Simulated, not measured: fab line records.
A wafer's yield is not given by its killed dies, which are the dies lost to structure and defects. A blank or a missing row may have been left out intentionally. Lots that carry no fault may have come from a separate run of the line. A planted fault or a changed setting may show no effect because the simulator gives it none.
Which of the tools did it? :: flow gf180mcu :: 12 lots with 36 wafers sampled at 6 steps, on a route of 602 steps

## WHAT THE GAUGES SHOWED, per wafer
GF_HV_LDD_TW_MEAS_11.
lot: L142
measured: day 10 01:55
on: film-metro-03
HV_LDD_TW: 2401 2402 2404

lot: L143
measured: day 10 06:31
on: film-metro-03
HV_LDD_TW: 2397 2410 2405

lot: L144
measured: day 10 12:43
on: film-metro-03
HV_LDD_TW: 2404 2406 2411

lot: L145
measured: day 11 01:55
on: film-metro-02
HV_LDD_TW: 2410 2410 2413

lot: L148
measured: day 11 22:57
on: film-metro-04
HV_LDD_TW: 2280 2278 2281

lot: L150
measured: day 12 11:02
on: film-metro-04
HV_LDD_TW: 2275 2284 2289

lot: L157
measured: day 14 19:23
on: film-metro-02
HV_LDD_TW: 2416 2415 2415

lot: L158
measured: day 14 21:45
on: film-metro-04
HV_LDD_TW: 2467 2459 2466

lot: L160
measured: day 15 12:36
on: film-metro-03
HV_LDD_TW: 2412 2424 2404

lot: L161
measured: day 15 22:07
on: film-metro-04
HV_LDD_TW: 2461 2452 2460

lot: L162
measured: day 16 05:10
on: film-metro-02
HV_LDD_TW: 2407 2420 2412

lot: L163
measured: day 16 10:43
on: film-metro-04
HV_LDD_TW: 2462 2443 2457

GF_HV_LDD_RS_MEAS_53: a four-point-probe measurement.
lot: L142
measured: day 12 09:43
on: film-metro-03
HV_LDD_RS (ohm/sq): 417.6 417.8 418.7

lot: L143
measured: day 12 16:16
on: film-metro-03
HV_LDD_RS (ohm/sq): 419.2 419.3 418.8

lot: L144
measured: day 12 20:56
on: film-metro-04
HV_LDD_RS (ohm/sq): 419.5 418.4 418.8

lot: L145
measured: day 13 13:00
on: film-metro-02
HV_LDD_RS (ohm/sq): 416.6 417.2 417.1

lot: L148
measured: day 14 11:29
on: film-metro-02
HV_LDD_RS (ohm/sq): 467.1 466.2 468.4

lot: L150
measured: day 15 00:49
on: film-metro-02
HV_LDD_RS (ohm/sq): 467.5 466.8 467.0

lot: L157
measured: day 17 13:20
on: film-metro-02
HV_LDD_RS (ohm/sq): 418.6 418.1 417.5

lot: L158
measured: day 17 15:23
on: film-metro-04
HV_LDD_RS (ohm/sq): 416.1 417.2 417.7

lot: L160
measured: day 18 07:10
on: film-metro-04
HV_LDD_RS (ohm/sq): 417.1 418.7 417.8

lot: L161
measured: day 18 18:03
on: film-metro-04
HV_LDD_RS (ohm/sq): 417.5 417.7 416.3

lot: L162
measured: day 19 03:08
on: film-metro-02
HV_LDD_RS (ohm/sq): 419.1 418.4 420.0

lot: L163
measured: day 19 07:35
on: film-metro-04
HV_LDD_RS (ohm/sq): 416.2 417.5 417.6

GF_PSD_CD_MEAS_07: the cd target is 400 nm.
lot: L142
measured: day 14 06:20
on: cd-sem-01
cd-nm (nm): 400.6 403.0 400.0

lot: L143
measured: day 14 12:36
on: cd-sem-02
cd-nm (nm): 399.9 399.5 401.4

lot: L144
measured: day 14 17:54
on: cd-sem-02
cd-nm (nm): 400.9 394.4 396.6

lot: L145
measured: day 15 11:38
on: cd-sem-01
cd-nm (nm): 400.2 397.6 397.9

lot: L148
measured: day 16 08:32
on: cd-sem-01
cd-nm (nm): 401.8 404.0 402.4

lot: L150
measured: day 16 21:51
on: cd-sem-02
cd-nm (nm): 395.5 396.4 396.2

lot: L157
measured: day 19 15:45
on: cd-sem-01
cd-nm (nm): 402.0 402.7 400.7

lot: L158
measured: day 19 18:36
on: cd-sem-01
cd-nm (nm): 403.2 400.3 403.0

lot: L160
measured: day 20 10:26
on: cd-sem-02
cd-nm (nm): 403.0 399.2 402.0

lot: L161
measured: day 20 21:04
on: cd-sem-01
cd-nm (nm): 404.0 403.5 401.0

lot: L162
measured: day 21 06:43
on: cd-sem-01
cd-nm (nm): 400.5 399.8 398.5

lot: L163
measured: day 21 11:25
on: cd-sem-01
cd-nm (nm): 400.8 400.9 403.2

GF_CONTACT_THK_MEAS_03.
lot: L142
measured: day 15 05:43
on: film-metro-03
CONTACT_CVD_02_THK (nm): 856 869 884

lot: L143
measured: day 15 12:31
on: film-metro-03
CONTACT_CVD_02_THK (nm): 861 858 868

lot: L144
measured: day 15 17:08
on: film-metro-02
CONTACT_CVD_02_THK (nm): 859 863 846

lot: L145
measured: day 16 10:39
on: film-metro-04
CONTACT_CVD_02_THK (nm): 851 867 876

lot: L148
measured: day 17 07:54
on: film-metro-04
CONTACT_CVD_02_THK (nm): 829 844 862

lot: L150
measured: day 17 22:11
on: film-metro-02
CONTACT_CVD_02_THK (nm): 856 842 872

lot: L157
measured: day 20 17:50
on: film-metro-04
CONTACT_CVD_02_THK (nm): 868 875 860

lot: L158
measured: day 20 20:10
on: film-metro-02
CONTACT_CVD_02_THK (nm): 859 872 879

lot: L160
measured: day 21 12:47
on: film-metro-02
CONTACT_CVD_02_THK (nm): 851 856 862

lot: L161
measured: day 21 22:24
on: film-metro-04
CONTACT_CVD_02_THK (nm): 849 872 873

lot: L162
measured: day 22 08:14
on: film-metro-04
CONTACT_CVD_02_THK (nm): 843 857 867

lot: L163
measured: day 22 13:20
on: film-metro-04
CONTACT_CVD_02_THK (nm): 852 868 864

## TOOL THAT RAN EACH LOT (tool first, then ch and the chambers of the sampled wafers, then the start)
lot: L142
GF_STI_ETCH_14: rie-si-02 ch 0,1,2, day 2 02:40
GF_HV_LDD_IMPLANT_09: implanter-01 ch 0, day 10 01:40

lot: L143
GF_STI_ETCH_14: rie-si-01 ch 0,3, day 2 06:46
GF_HV_LDD_IMPLANT_09: implanter-01 ch 0, day 10 06:16

lot: L144
GF_STI_ETCH_14: rie-si-01 ch 0,1,2, day 2 10:43
GF_HV_LDD_IMPLANT_09: implanter-03 ch 0, day 10 12:28

lot: L145
GF_STI_ETCH_14: rie-si-01 ch 0,1,2, day 2 17:04
GF_HV_LDD_IMPLANT_09: implanter-03 ch 0, day 11 01:40

lot: L148
GF_STI_ETCH_14: rie-si-01 ch 1,2, day 3 08:07
GF_HV_LDD_IMPLANT_09: implanter-03 ch 0, day 11 22:42

lot: L150
GF_STI_ETCH_14: rie-si-01 ch 0,1,3, day 3 18:32
GF_HV_LDD_IMPLANT_09: implanter-03 ch 0, day 12 10:48

lot: L157
GF_STI_ETCH_14: rie-si-01 ch 1,2,3, day 5 07:11
GF_HV_LDD_IMPLANT_09: implanter-01 ch 0, day 14 19:11

lot: L158
GF_STI_ETCH_14: rie-si-02 ch 0,2,3, day 5 12:02
GF_HV_LDD_IMPLANT_09: implanter-03 ch 0, day 14 21:30

lot: L160
GF_STI_ETCH_14: rie-si-02 ch 0,2,3, day 5 23:10
GF_HV_LDD_IMPLANT_09: implanter-01 ch 0, day 15 12:21

lot: L161
GF_STI_ETCH_14: rie-si-01 ch 2,3, day 6 04:04
GF_HV_LDD_IMPLANT_09: implanter-02 ch 0, day 15 21:54

lot: L162
GF_STI_ETCH_14: rie-si-01 ch 1,3, day 6 09:04
GF_HV_LDD_IMPLANT_09: implanter-01 ch 0, day 16 04:57

lot: L163
GF_STI_ETCH_14: rie-si-01 ch 1,2,3, day 6 13:58
GF_HV_LDD_IMPLANT_09: implanter-01 ch 0, day 16 10:27
- GF_STI_ETCH_14: etches Si in HBr/Cl2/O2, target depth 360 nm, time 102.9 s.
- GF_HV_LDD_IMPLANT_09

## WHAT THE TOOLS THEMSELVES READ (means of the sampled wafers that have a number; where no wafer has one, the mark that the record gives instead)
GF_STI_ETCH_14.
lot: L142
tool: rie-si-02
drypump-motor-current-A (A): 6.0
mfc-cl2-sccm (sccm): 39.96
oes-product-au (a.u.): 1.003
throttle-valve-pct (%): 25.661

lot: L143
tool: rie-si-01
drypump-motor-current-A (A): 5.7
mfc-cl2-sccm (sccm): 40.04
oes-product-au (a.u.): 1.005
throttle-valve-pct (%): 25.652

lot: L144
tool: rie-si-01
drypump-motor-current-A (A): 6.0
mfc-cl2-sccm (sccm): 40.02
oes-product-au (a.u.): 1.008
throttle-valve-pct (%): 25.650

lot: L145
tool: rie-si-01
drypump-motor-current-A (A): 6.0
mfc-cl2-sccm (sccm): 39.91
oes-product-au (a.u.): 0.999
throttle-valve-pct (%): 25.653

lot: L148
tool: rie-si-01
drypump-motor-current-A (A): 6.1
mfc-cl2-sccm (sccm): 40.06
oes-product-au (a.u.): 1.010
throttle-valve-pct (%): 25.650

lot: L150
tool: rie-si-01
drypump-motor-current-A (A): 5.8
mfc-cl2-sccm (sccm): 39.88
oes-product-au (a.u.): 1.005
throttle-valve-pct (%): 25.650

lot: L157
tool: rie-si-01
drypump-motor-current-A (A): 6.0
mfc-cl2-sccm (sccm): 39.94
oes-product-au (a.u.): 1.005
throttle-valve-pct (%): 25.648

lot: L158
tool: rie-si-02
drypump-motor-current-A (A): 6.0
mfc-cl2-sccm (sccm): 39.94
oes-product-au (a.u.): 1.009
throttle-valve-pct (%): 25.648

lot: L160
tool: rie-si-02
drypump-motor-current-A (A): 6.0
mfc-cl2-sccm (sccm): 39.98
oes-product-au (a.u.): 0.999
throttle-valve-pct (%): 25.658

lot: L161
tool: rie-si-01
drypump-motor-current-A (A): 6.1
mfc-cl2-sccm (sccm): 40.17
oes-product-au (a.u.): 1.011
throttle-valve-pct (%): 25.658

lot: L162
tool: rie-si-01
drypump-motor-current-A (A): 5.8
mfc-cl2-sccm (sccm): 40.01
oes-product-au (a.u.): 1.011
throttle-valve-pct (%): 25.643

lot: L163
tool: rie-si-01
drypump-motor-current-A (A): 6.0
mfc-cl2-sccm (sccm): 39.97
oes-product-au (a.u.): 1.013
throttle-valve-pct (%): 25.652

GF_HV_LDD_IMPLANT_09.
lot: L142
tool: implanter-01
beam-energy-keV: 39.989
beam-on-s (s): 10.02
faraday-current-uA: 562

lot: L143
tool: implanter-01
beam-energy-keV: 40.006
beam-on-s (s): 9.86
faraday-current-uA: 572

lot: L144
tool: implanter-03
beam-energy-keV: 39.995
beam-on-s (s): 10.04
faraday-current-uA: 562

lot: L145
tool: implanter-03
beam-energy-keV: 40.011
beam-on-s (s): 10.09
faraday-current-uA: 557

lot: L148
tool: implanter-03
beam-energy-keV: 39.999
beam-on-s (s): 7.77
faraday-current-uA: 725

lot: L150
tool: implanter-03
beam-energy-keV: 40.008
beam-on-s (s): 7.62
faraday-current-uA: 740

lot: L157
tool: implanter-01
beam-energy-keV: 39.982
beam-on-s (s): 9.89
faraday-current-uA: 569

lot: L158
tool: implanter-03
beam-energy-keV: 39.994
beam-on-s (s): 9.93
faraday-current-uA: 568

lot: L160
tool: implanter-01
beam-energy-keV: 39.994
beam-on-s (s): 10.11
faraday-current-uA: 558

lot: L161
tool: implanter-02
beam-energy-keV: 40.000
beam-on-s (s): 9.92
faraday-current-uA: 568

lot: L162
tool: implanter-01
beam-energy-keV: 40.026
beam-on-s (s): 10.16
faraday-current-uA: 553

lot: L163
tool: implanter-01
beam-energy-keV: 39.996
beam-on-s (s): 9.93
faraday-current-uA: 566

## THE ANSWER, worked out from the rows above alone
Rule: the usual values come from the lots themselves. The widest of any qualifying gaps counts: lots, ordered by their means at a reading, are off when they make up no more than a third of the lots, leave a main group of 4 or more, and stand apart from it by 3 or more times the standard deviation of that group's means. A main group whose means are all the same, to the digits that the tables above print for the reading, isn't used. Also off: a lot with no number at a reading for which 4 or more lots have one. All remaining lots with rows at the step are treated as sound. Order of review: gauges by route order, followed by the tools' own readings, for which a lot's mean as printed above is used. At the first step where some lot is off, the reading lying furthest off is the one used; lots without a number count as furthest.
Off: L148, L150, at GF_HV_LDD_TW_MEAS_11 (HV_LDD_TW). The main group has a mean of 2424 with a standard deviation of 23.
A tool fits if, at a process step before that reading, it ran every lot that is off, and no sound lot after the first of them. Not tried: the gauges at GF_HV_LDD_TW_MEAS_11; whatever is off there is also off at GF_HV_LDD_RS_MEAS_53, on other tools, and gauge error can't account for it. None of those tried fits.

## WHAT HAD BEEN PUT IN BY THE SIMULATOR
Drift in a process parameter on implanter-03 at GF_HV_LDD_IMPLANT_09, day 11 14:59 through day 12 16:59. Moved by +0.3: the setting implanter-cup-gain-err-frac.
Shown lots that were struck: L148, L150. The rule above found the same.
